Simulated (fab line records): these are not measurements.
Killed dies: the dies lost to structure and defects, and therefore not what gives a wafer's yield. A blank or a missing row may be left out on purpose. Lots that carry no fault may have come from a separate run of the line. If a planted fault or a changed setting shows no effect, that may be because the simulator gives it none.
fab line records	flow sky130
[record] lots = 24	wafers = 72	lastDay = 50
route steps=708 shown FIELD_ISO@1 LI_CONTACT@378 METAL1@434 VIA1@478
lots that met no fault: from a run of the same line without faults
startH: hours from the record's opening day to when the first of the lot's shown wafers began	waitH: hours elapsed since this lot's preceding step	" unchanged from the row above	L1.1+2: one row covering several wafers at once	- no value present, or no start provided	* or withheld: withheld	< > ~ a bound
route shown NAME@n: a module of which the file shows steps, and the number in the route of the first	usual: mean/standard deviation of fault-free wafers	same: alike in all rows	chamber/n: place in a boat	sites: readings site by site	_std_site: their standard deviation	_edge_site: inner sites' mean taken away from outer sites' mean	radiusMm: how far each site lies from the wafer's centre	mask NAME#n: copy n	behind: the most recent tool/chamber to have shaped the wafer	hold: reason for holding the lot/hours on hold/outcome of the hold	device: which transistor (n, p or np) failed to switch	end of line: at the end of the route, the tests of the same wafers	where a step has no rows: the recipe by itself	killed: the dies lost at the first sort to structure and to defects; this is not the yield of the wafer	map: per-die view of a wafer (x killed, . not killed, _ where there is no die)
set.NAME: the run value of the setting; set.NAME@STEP: its run value at that earlier step	model.NAME: the simulator's own value behind a step, which no gauge read
a sample of lots followed through the steps of the route, with each step as a table and each wafer as a row
services: the hour from which a tool's chamber was out of use, counted from the record's first day as startH (under 0 if before that day), plus the number of hours and why
[[steps]]
[step SKY_FIELD_ISO_BOW_MEAS_00]
[recipe] mode = bow
[usual] INCOMING_BOW = 0/6.6
lot.wafer	tool	chamber	startH	waitH	INCOMING_BOW[um]
L074.1	filmMetro-01	-	10.00	-	2
L074.5	"	-	"	"	10
L074.6	"	-	"	"	12
L075.1	filmMetro-01	-	15.00	-	7
L075.2	"	-	"	"	-1
L075.5	"	-	"	"	-2
L076.1	filmMetro-03	-	20.00	-	2
L076.2	"	-	"	"	-11
L076.4	"	-	"	"	3
L077.2	filmMetro-01	-	25.02	-	0
L077.4	"	-	"	"	-1
L077.5	"	-	"	"	-14
L078.3	filmMetro-01	-	30.04	-	9
L078.4	"	-	"	"	7
L078.6	"	-	"	"	10
L079.2	filmMetro-03	-	35.02	-	7
L079.4	"	-	"	"	1
L079.5	"	-	"	"	-5
L080.3	filmMetro-02	-	40.04	-	2
L080.5	"	-	"	"	-6
L080.6	"	-	"	"	-9
L081.2	filmMetro-03	-	45.02	-	-10
L081.5	"	-	"	"	-7
L081.6	"	-	"	"	-15
L082.3	filmMetro-01	-	50.04	-	0
L082.4	"	-	"	"	0
L082.5	"	-	"	"	5
L083.4	filmMetro-02	-	55.06	-	-3
L083.5	"	-	"	"	6
L083.6	"	-	"	"	-4
L084.3	filmMetro-03	-	60.04	-	8
L084.5	"	-	"	"	6
L084.6	"	-	"	"	3
L085.1	filmMetro-03	-	65.00	-	7
L085.3	"	-	"	"	-3
L085.5	"	-	"	"	7
L086.2	filmMetro-03	-	70.02	-	-5
L086.3	"	-	"	"	-8
L086.6	"	-	"	"	5
L087.2	filmMetro-03	-	75.02	-	2
L087.5	"	-	"	"	3
L087.6	"	-	"	"	12
L088.1	filmMetro-01	-	80.00	-	15
L088.2	"	-	"	"	4
L088.5	"	-	"	"	-8
L089.2	filmMetro-03	-	85.02	-	-3
L089.3	"	-	"	"	-4
L089.5	"	-	"	"	4
L090.3	filmMetro-02	-	90.04	-	-1
L090.4	"	-	"	"	-3
L090.6	"	-	"	"	-8
L091.1	filmMetro-02	-	95.00	-	-12
L091.3	"	-	"	"	-3
L091.4	"	-	"	"	-2
L092.2	filmMetro-01	-	100.02	-	-10
L092.3	"	-	"	"	4
L092.6	"	-	"	"	-2
L093.1	filmMetro-02	-	105.00	-	-5
L093.2	"	-	"	"	2
L093.3	"	-	"	"	3
L094.2	filmMetro-02	-	110.02	-	-10
L094.4	"	-	"	"	2
L094.6	"	-	"	"	-5
L095.2	filmMetro-02	-	115.02	-	-2
L095.3	"	-	"	"	2
L095.5	"	-	"	"	0
L096.2	filmMetro-02	-	120.02	-	-5
L096.3	"	-	"	"	2
L096.5	"	-	"	"	-5
L097.2	filmMetro-02	-	125.02	-	-7
L097.5	"	-	"	"	-8
L097.6	"	-	"	"	-2
[step SKY_LI_CONTACT_STRIP_16]
[recipe] chemistry = O2/N2	powerW = 1400	pressureMtorr = 1500	platenTempC = withheld	o2FlowSccm = 3000	n2FlowSccm = 300	overashFraction = 0.5
[usual] drypumpMotorCurrentA = 5.4/0.36	oesProductAu = 0.376/0.0048	stripTimeToEndpointS = 3.51/0.046
[same] overashFraction = 0.5
lot.wafer	tool	chamber	startH	waitH	drypumpMotorCurrentA	oesProductAu	rfHoursCounterH	stripTimeToEndpointS
L074.1	plasmaAsher-01	1	671.95	-	5.3	0.379	24	3.51
L074.5	"	1	"	"	5.4	0.372	-	3.50
L074.6	"	0	"	"	5.3	0.381	-	3.54
L075.1	plasmaAsher-01	0	681.44	-	5.2	0.379	25	3.50
L075.2	"	1	"	"	5.4	0.383	25	3.57
L075.5	"	0	"	"	5.2	0.374	-	3.51
L076.1	plasmaAsher-03	1	693.85	-	5.8	0.369	101	3.50
L076.2	"	0	"	"	4.8	0.373	101	3.49
L076.4	"	0	"	"	4.8	0.373	-	3.46
L077.2	plasmaAsher-04	0	694.20	-	5.6	0.368	57	3.42
L077.4	"	1	"	"	5.4	0.375	-	3.52
L077.5	"	0	"	"	5.6	0.375	-	3.41
L078.3	plasmaAsher-03	1	702.93	-	5.8	0.373	-	3.55
L078.4	"	0	"	"	4.8	0.377	-	3.49
L078.6	"	1	"	"	5.8	0.376	-	3.51
L079.2	plasmaAsher-03	1	718.29	-	5.9	0.377	103	3.50
L079.4	"	1	"	"	5.9	0.367	-	3.40
L079.5	"	1	"	"	5.9	0.369	-	3.40
L080.3	plasmaAsher-03	0	720.58	-	4.8	0.379	-	3.53
L080.5	"	1	"	"	5.9	0.371	-	3.54
L080.6	"	0	"	"	4.8	0.372	-	3.54
L081.2	plasmaAsher-01	1	728.03	-	5.3	0.370	30	3.51
L081.5	"	1	"	"	5.4	0.379	-	3.51
L081.6	"	0	"	"	5.2	0.370	-	3.48
L082.3	plasmaAsher-04	0	732.77	-	5.6	0.373	-	3.50
L082.4	"	1	"	"	5.4	0.380	-	3.51
L082.5	"	0	"	"	5.6	0.374	-	3.54
L083.4	plasmaAsher-03	0	749.53	-	4.9	0.370	-	3.52
L083.5	"	1	"	"	5.9	0.382	-	3.51
L083.6	"	0	"	"	4.8	0.373	-	3.53
L084.3	plasmaAsher-03	0	754.92	-	4.8	0.373	-	3.51
L084.5	"	1	"	"	5.8	0.380	-	3.53
L084.6	"	0	"	"	4.8	0.377	-	3.53
L085.1	plasmaAsher-03	1	755.88	-	5.9	0.381	1	3.55
L085.3	"	0	"	"	4.8	0.365	-	3.43
L085.5	"	0	"	"	4.8	0.381	-	3.43
L086.2	plasmaAsher-03	1	773.08	-	5.9	0.373	3	3.55
L086.3	"	1	"	"	5.9	0.377	-	3.48
L086.6	"	1	"	"	5.8	0.377	-	3.50
L087.2	plasmaAsher-01	1	781.60	-	5.4	0.364	34	3.51
L087.5	"	1	"	"	5.3	0.381	-	3.56
L087.6	"	0	"	"	5.3	0.376	-	3.51
L088.1	plasmaAsher-04	1	787.33	-	5.4	0.381	66	3.49
L088.2	"	0	"	"	5.6	0.385	66	3.48
L088.5	"	1	"	"	5.4	0.369	-	3.39
L089.2	plasmaAsher-04	1	833.50	-	5.4	0.381	71	3.53
L089.3	"	0	"	"	5.6	0.374	-	3.44
L089.5	"	0	"	"	5.6	0.380	-	3.55
L090.3	plasmaAsher-01	1	833.88	-	5.3	0.382	-	3.53
L090.4	"	0	"	"	5.2	0.369	-	3.53
L090.6	"	0	"	"	5.2	0.371	-	3.49
L092.2	plasmaAsher-03	1	835.99	-	5.8	0.385	10	3.54
L092.3	"	0	"	"	4.8	0.372	-	3.49
L092.6	"	1	"	"	5.8	0.381	-	3.53
L093.1	plasmaAsher-03	1	838.24	-	5.9	0.385	10	3.45
L093.2	"	0	"	"	4.8	0.382	10	3.55
L093.3	"	1	"	"	5.9	0.368	-	3.41
L091.1	plasmaAsher-01	0	838.59	-	5.2	0.381	38	3.55
L091.3	"	1	"	"	5.3	0.384	-	3.47
L091.4	"	0	"	"	5.3	0.377	-	3.57
L095.2	plasmaAsher-03	1	840.23	-	5.9	0.385	10	3.55
L095.3	"	0	"	"	4.9	0.383	-	3.53
L095.5	"	1	"	"	5.9	0.379	-	3.59
L094.2	plasmaAsher-01	0	841.34	-	5.3	0.379	38	3.55
L094.4	"	1	"	"	5.3	0.375	-	3.42
L094.6	"	1	"	"	5.3	0.375	-	3.44
L096.2	plasmaAsher-01	0	844.19	-	5.2	0.373	39	3.50
L096.3	"	0	"	"	5.3	0.374	-	3.53
L096.5	"	0	"	"	5.3	0.374	-	3.47
L097.2	plasmaAsher-04	1	855.29	-	5.4	0.378	73	3.52
L097.5	"	1	"	"	5.4	0.375	-	3.57
L097.6	"	0	"	"	5.6	0.371	-	3.52
[step SKY_METAL1_SPUTTER_00]
[recipe] material = Ti	targetThkNm = 15	powerW = 3000	timeS = 10	chamberPressurePa = 0.4
[usual] throttleValvePct = 29.9/1.4
lot.wafer	tool	chamber	startH	waitH	throttleValvePct
L074.1	pvdSputter-01	-	730.71	0.1	28.8
L074.5	"	-	"	"	29.7
L074.6	"	-	"	"	29.6
L075.1	pvdSputter-04	-	741.02	0.1	30.9
L075.2	"	-	"	"	28.7
L075.5	"	-	"	"	30.8
L076.1	pvdSputter-04	-	752.65	0.2	30.9
L076.2	"	-	"	"	28.6
L076.4	"	-	"	"	28.2
L077.2	pvdSputter-01	-	752.89	0.1	33.1
L077.4	"	-	"	"	28.5
L077.5	"	-	"	"	29.8
L078.3	pvdSputter-03	-	761.38	0.2	31.8
L078.4	"	-	"	"	29.6
L078.6	"	-	"	"	31.4
L079.2	pvdSputter-03	-	776.03	0.2	31.6
L079.4	"	-	"	"	29.4
L079.5	"	-	"	"	29.8
L080.3	pvdSputter-04	-	778.78	0.2	30.8
L080.5	"	-	"	"	28.4
L080.6	"	-	"	"	31.1
L081.2	pvdSputter-04	-	786.34	0.1	31.3
L081.5	"	-	"	"	31.0
L081.6	"	-	"	"	28.3
L082.3	pvdSputter-03	-	790.13	0.2	29.4
L082.4	"	-	"	"	31.5
L082.5	"	-	"	"	29.7
L083.4	pvdSputter-03	-	807.03	0.2	28.3
L083.5	"	-	"	"	29.6
L083.6	"	-	"	"	29.7
L084.3	pvdSputter-01	-	811.45	0.1	29.8
L084.5	"	-	"	"	28.9
L084.6	"	-	"	"	33.1
L085.1	pvdSputter-01	-	813.23	0.1	29.9
L085.3	"	-	"	"	28.7
L085.5	"	-	"	"	29.5
L086.2	pvdSputter-04	-	830.68	0.2	31.1
L086.3	"	-	"	"	28.6
L086.6	"	-	"	"	31.1
L087.2	pvdSputter-04	-	838.23	0.1	31.3
L087.5	"	-	"	"	28.4
L087.6	"	-	"	"	31.4
L088.1	pvdSputter-01	-	844.68	0.2	32.9
L088.2	"	-	"	"	29.9
L088.5	"	-	"	"	29.9
L089.2	pvdSputter-04	-	886.48	0.2	31.0
L089.3	"	-	"	"	28.3
L089.5	"	-	"	"	28.5
L090.3	pvdSputter-03	-	888.26	0.1	28.1
L090.4	"	-	"	"	29.3
L090.6	"	-	"	"	31.7
L092.2	pvdSputter-04	-	889.84	0.1	30.8
L092.3	"	-	"	"	28.6
L092.6	"	-	"	"	31.0
L093.1	pvdSputter-01	-	892.38	0.2	29.7
L093.2	"	-	"	"	28.6
L093.3	"	-	"	"	29.6
L091.1	pvdSputter-03	-	892.80	0.1	28.0
L091.3	"	-	"	"	29.9
L091.4	"	-	"	"	29.5
L095.2	pvdSputter-03	-	893.78	0.2	28.0
L095.3	"	-	"	"	30.0
L095.5	"	-	"	"	29.9
L094.2	pvdSputter-03	-	895.08	0.1	31.5
L094.4	"	-	"	"	27.8
L094.6	"	-	"	"	31.5
L096.2	pvdSputter-04	-	896.61	0.1	31.0
L096.3	"	-	"	"	28.3
L096.5	"	-	"	"	30.8
L097.2	pvdSputter-03	-	905.61	0.1	29.5
L097.5	"	-	"	"	31.4
L097.6	"	-	"	"	29.7
[step SKY_METAL1_SPUTTER_01]
[recipe] material = TiN	targetThkNm = 20	powerW = 6500	timeS = 16.7	chamberPressurePa = 0.4
[usual] throttleValvePct = 29.9/1.4
lot.wafer	tool	chamber	startH	waitH	throttleValvePct
L074.1	pvdSputter-01	-	730.74	0.0	28.6
L074.5	"	-	"	"	29.7
L074.6	"	-	"	"	29.6
L075.1	pvdSputter-04	-	741.04	0.0	31.2
L075.2	"	-	"	"	28.5
L075.5	"	-	"	"	31.0
L076.1	pvdSputter-04	-	752.67	0.0	31.3
L076.2	"	-	"	"	28.5
L076.4	"	-	"	"	28.2
L077.2	pvdSputter-01	-	752.91	0.0	33.2
L077.4	"	-	"	"	28.6
L077.5	"	-	"	"	30.0
L078.3	pvdSputter-03	-	761.40	0.0	31.5
L078.4	"	-	"	"	29.6
L078.6	"	-	"	"	31.5
L079.2	pvdSputter-03	-	776.06	0.0	31.8
L079.4	"	-	"	"	29.5
L079.5	"	-	"	"	29.9
L080.3	pvdSputter-04	-	778.80	0.0	30.9
L080.5	"	-	"	"	28.5
L080.6	"	-	"	"	31.2
L081.2	pvdSputter-04	-	786.36	0.0	30.9
L081.5	"	-	"	"	31.1
L081.6	"	-	"	"	28.4
L082.3	pvdSputter-03	-	790.16	0.0	29.7
L082.4	"	-	"	"	31.8
L082.5	"	-	"	"	29.7
L083.4	pvdSputter-03	-	807.05	0.0	27.9
L083.5	"	-	"	"	29.7
L083.6	"	-	"	"	29.7
L084.3	pvdSputter-01	-	811.47	0.0	30.1
L084.5	"	-	"	"	28.9
L084.6	"	-	"	"	33.1
L085.1	pvdSputter-01	-	813.25	0.0	30.0
L085.3	"	-	"	"	28.7
L085.5	"	-	"	"	29.8
L086.2	pvdSputter-04	-	830.70	0.0	30.8
L086.3	"	-	"	"	28.7
L086.6	"	-	"	"	31.1
L087.2	pvdSputter-04	-	838.26	0.0	31.3
L087.5	"	-	"	"	28.4
L087.6	"	-	"	"	31.1
L088.1	pvdSputter-01	-	844.70	0.0	33.2
L088.2	"	-	"	"	29.8
L088.5	"	-	"	"	29.6
L089.2	pvdSputter-04	-	886.50	0.0	31.0
L089.3	"	-	"	"	28.5
L089.5	"	-	"	"	28.3
L090.3	pvdSputter-03	-	888.28	0.0	27.9
L090.4	"	-	"	"	29.8
L090.6	"	-	"	"	31.6
L092.2	pvdSputter-04	-	889.86	0.0	30.8
L092.3	"	-	"	"	28.3
L092.6	"	-	"	"	30.9
L093.1	pvdSputter-01	-	892.40	0.0	29.6
L093.2	"	-	"	"	28.7
L093.3	"	-	"	"	30.0
L091.1	pvdSputter-03	-	892.82	0.0	28.0
L091.3	"	-	"	"	29.5
L091.4	"	-	"	"	29.6
L095.2	pvdSputter-03	-	893.80	0.0	28.1
L095.3	"	-	"	"	29.5
L095.5	"	-	"	"	29.6
L094.2	pvdSputter-03	-	895.11	0.0	31.7
L094.4	"	-	"	"	27.9
L094.6	"	-	"	"	31.7
L096.2	pvdSputter-04	-	896.64	0.0	30.9
L096.3	"	-	"	"	28.6
L096.5	"	-	"	"	30.9
L097.2	pvdSputter-03	-	905.63	0.0	29.8
L097.5	"	-	"	"	31.6
L097.6	"	-	"	"	29.4
[step SKY_METAL1_SPUTTER_04]
[recipe] material = TiN	targetThkNm = 70	powerW = 6500	timeS = 58.3	chamberPressurePa = 0.4
[usual] throttleValvePct = 29.9/1.4
lot.wafer	tool	chamber	startH	waitH	throttleValvePct
L074.1	pvdSputter-01	-	730.80	0.0	28.7
L074.5	"	-	"	"	29.4
L074.6	"	-	"	"	29.6
L075.1	pvdSputter-04	-	741.11	0.0	31.0
L075.2	"	-	"	"	28.4
L075.5	"	-	"	"	31.0
L076.1	pvdSputter-04	-	752.74	0.0	31.0
L076.2	"	-	"	"	28.5
L076.4	"	-	"	"	28.4
L077.2	pvdSputter-01	-	752.98	0.0	33.5
L077.4	"	-	"	"	28.4
L077.5	"	-	"	"	29.8
L078.3	pvdSputter-03	-	761.47	0.0	31.6
L078.4	"	-	"	"	29.6
L078.6	"	-	"	"	31.8
L079.2	pvdSputter-03	-	776.12	0.0	32.0
L079.4	"	-	"	"	29.7
L079.5	"	-	"	"	29.9
L080.3	pvdSputter-04	-	778.87	0.0	31.0
L080.5	"	-	"	"	28.7
L080.6	"	-	"	"	30.8
L081.2	pvdSputter-04	-	786.43	0.0	31.3
L081.5	"	-	"	"	31.2
L081.6	"	-	"	"	28.3
L082.3	pvdSputter-03	-	790.22	0.0	29.5
L082.4	"	-	"	"	31.7
L082.5	"	-	"	"	29.4
L083.4	pvdSputter-03	-	807.12	0.0	28.0
L083.5	"	-	"	"	29.6
L083.6	"	-	"	"	29.3
L084.3	pvdSputter-01	-	811.54	0.0	29.6
L084.5	"	-	"	"	28.5
L084.6	"	-	"	"	33.0
L085.1	pvdSputter-01	-	813.32	0.0	29.7
L085.3	"	-	"	"	28.4
L085.5	"	-	"	"	29.8
L086.2	pvdSputter-04	-	830.77	0.0	31.1
L086.3	"	-	"	"	28.6
L086.6	"	-	"	"	31.1
L087.2	pvdSputter-04	-	838.32	0.0	31.2
L087.5	"	-	"	"	28.8
L087.6	"	-	"	"	31.4
L088.1	pvdSputter-01	-	844.77	0.0	33.1
L088.2	"	-	"	"	30.0
L088.5	"	-	"	"	29.8
L089.2	pvdSputter-04	-	886.57	0.0	30.7
L089.3	"	-	"	"	28.4
L089.5	"	-	"	"	28.7
L090.3	pvdSputter-03	-	888.35	0.0	28.2
L090.4	"	-	"	"	29.4
L090.6	"	-	"	"	31.7
L092.2	pvdSputter-04	-	889.93	0.0	30.6
L092.3	"	-	"	"	28.6
L092.6	"	-	"	"	31.1
L093.1	pvdSputter-01	-	892.47	0.0	29.9
L093.2	"	-	"	"	28.8
L093.3	"	-	"	"	29.8
L091.1	pvdSputter-03	-	892.89	0.0	28.1
L091.3	"	-	"	"	29.9
L091.4	"	-	"	"	29.8
L095.2	pvdSputter-03	-	893.87	0.0	27.8
L095.3	"	-	"	"	29.6
L095.5	"	-	"	"	29.7
L094.2	pvdSputter-03	-	895.17	0.0	31.5
L094.4	"	-	"	"	28.1
L094.6	"	-	"	"	31.8
L096.2	pvdSputter-04	-	896.70	0.0	30.6
L096.3	"	-	"	"	28.5
L096.5	"	-	"	"	30.6
L097.2	pvdSputter-03	-	905.70	0.0	29.5
L097.5	"	-	"	"	31.8
L097.6	"	-	"	"	29.7
[step SKY_VIA1_SPUTTER_20]
[recipe] material = TiN	targetThkNm = 20	chamberPressurePa = 5	powerW = 4000	timeS = 80
[usual] throttleValvePct = 30.0/1.4
lot.wafer	tool	chamber	startH	waitH	throttleValvePct
L074.1	pvdSputter-04	-	786.95	0.0	31.0
L074.5	"	-	"	"	28.5
L074.6	"	-	"	"	31.0
L075.1	pvdSputter-02	-	796.83	0.0	29.9
L075.2	"	-	"	"	31.2
L075.5	"	-	"	"	29.1
L076.1	pvdSputter-04	-	807.60	0.0	30.8
L076.2	"	-	"	"	31.3
L076.4	"	-	"	"	28.4
L077.2	pvdSputter-02	-	808.14	0.0	31.1
L077.4	"	-	"	"	29.3
L077.5	"	-	"	"	30.1
L078.3	pvdSputter-04	-	817.05	0.0	31.2
L078.4	"	-	"	"	31.0
L078.6	"	-	"	"	28.7
L079.2	pvdSputter-01	-	831.15	0.0	29.5
L079.4	"	-	"	"	28.3
L079.5	"	-	"	"	29.8
L080.3	pvdSputter-04	-	834.14	0.0	31.2
L080.5	"	-	"	"	28.4
L080.6	"	-	"	"	30.7
L081.2	pvdSputter-04	-	841.55	0.0	30.9
L081.5	"	-	"	"	28.6
L081.6	"	-	"	"	31.0
L082.3	pvdSputter-04	-	845.59	0.0	28.4
L082.4	"	-	"	"	28.7
L082.5	"	-	"	"	30.7
L083.4	pvdSputter-04	-	862.70	0.0	28.3
L083.5	"	-	"	"	28.6
L083.6	"	-	"	"	31.1
L084.3	pvdSputter-01	-	867.81	0.0	28.7
L084.5	"	-	"	"	28.9
L084.6	"	-	"	"	33.0
L085.1	pvdSputter-01	-	868.20	0.0	29.9
L085.3	"	-	"	"	28.7
L085.5	"	-	"	"	33.1
L086.2	pvdSputter-01	-	883.61	0.0	29.4
L086.3	"	-	"	"	33.0
L086.6	"	-	"	"	29.4
L087.2	pvdSputter-02	-	890.49	0.0	29.1
L087.5	"	-	"	"	31.1
L087.6	"	-	"	"	30.3
L088.1	pvdSputter-01	-	895.31	0.0	29.9
L088.2	"	-	"	"	28.7
L088.5	"	-	"	"	29.5
L089.2	pvdSputter-01	-	935.70	0.0	28.8
L089.3	"	-	"	"	29.8
L089.5	"	-	"	"	29.7
L090.3	pvdSputter-04	-	940.14	0.0	31.3
L090.4	"	-	"	"	28.7
L090.6	"	-	"	"	31.1
L092.2	pvdSputter-01	-	941.59	0.0	29.5
L092.3	"	-	"	"	28.9
L092.6	"	-	"	"	33.2
L093.1	pvdSputter-02	-	943.57	0.0	29.3
L093.2	"	-	"	"	30.2
L093.3	"	-	"	"	31.1
L091.1	pvdSputter-01	-	944.00	0.0	29.6
L091.3	"	-	"	"	32.9
L091.4	"	-	"	"	28.5
L095.2	pvdSputter-04	-	944.94	0.0	28.5
L095.3	"	-	"	"	28.4
L095.5	"	-	"	"	28.5
L094.2	pvdSputter-04	-	945.88	0.0	31.0
L094.4	"	-	"	"	28.7
L094.6	"	-	"	"	28.6
L096.2	pvdSputter-01	-	948.62	0.0	29.7
L096.3	"	-	"	"	33.2
L096.5	"	-	"	"	29.6
L097.2	pvdSputter-01	-	956.27	0.0	29.6
L097.5	"	-	"	"	32.9
L097.6	"	-	"	"	28.7
[[services]]
tool	chamber	startH	hours	kind
pvdSputter-03	-	654.77	5.3	repair
pvdSputter-03	-	658.82	3.7	repair
pvdSputter-01	-	671.79	7.3	repair
pvdSputter-03	-	708.11	2.1	repair
pvdSputter-04	1	708.37	-	consumableReplace:kit
pvdSputter-04	1	708.37	18.0	scheduledDown
pvdSputter-04	1	708.37	18.0	ventCycle
pvdSputter-03	-	712.38	2.8	repair
plasmaAsher-04	-	717.00	14.6	pm
plasmaAsher-03	-	725.31	4.1	repair
plasmaAsher-03	-	733.75	9.0	pm
plasmaAsher-01	-	746.49	15.6	pm
pvdSputter-01	3	753.03	-	consumableReplace:kit
pvdSputter-03	-	771.12	3.3	repair
plasmaAsher-03	-	783.23	1.3	repair
plasmaAsher-01	-	806.17	10.0	pm
pvdSputter-02	-	823.22	1.2	repair
plasmaAsher-03	-	848.84	0.8	repair
plasmaAsher-04	-	859.55	1.1	repair
pvdSputter-02	-	864.32	10.7	repair
pvdSputter-03	-	873.25	0.6	repair
pvdSputter-04	0	912.64	-	consumableReplace:kit
pvdSputter-04	0	912.64	18.0	scheduledDown
pvdSputter-04	0	912.64	18.0	ventCycle
[[key]]
fault none
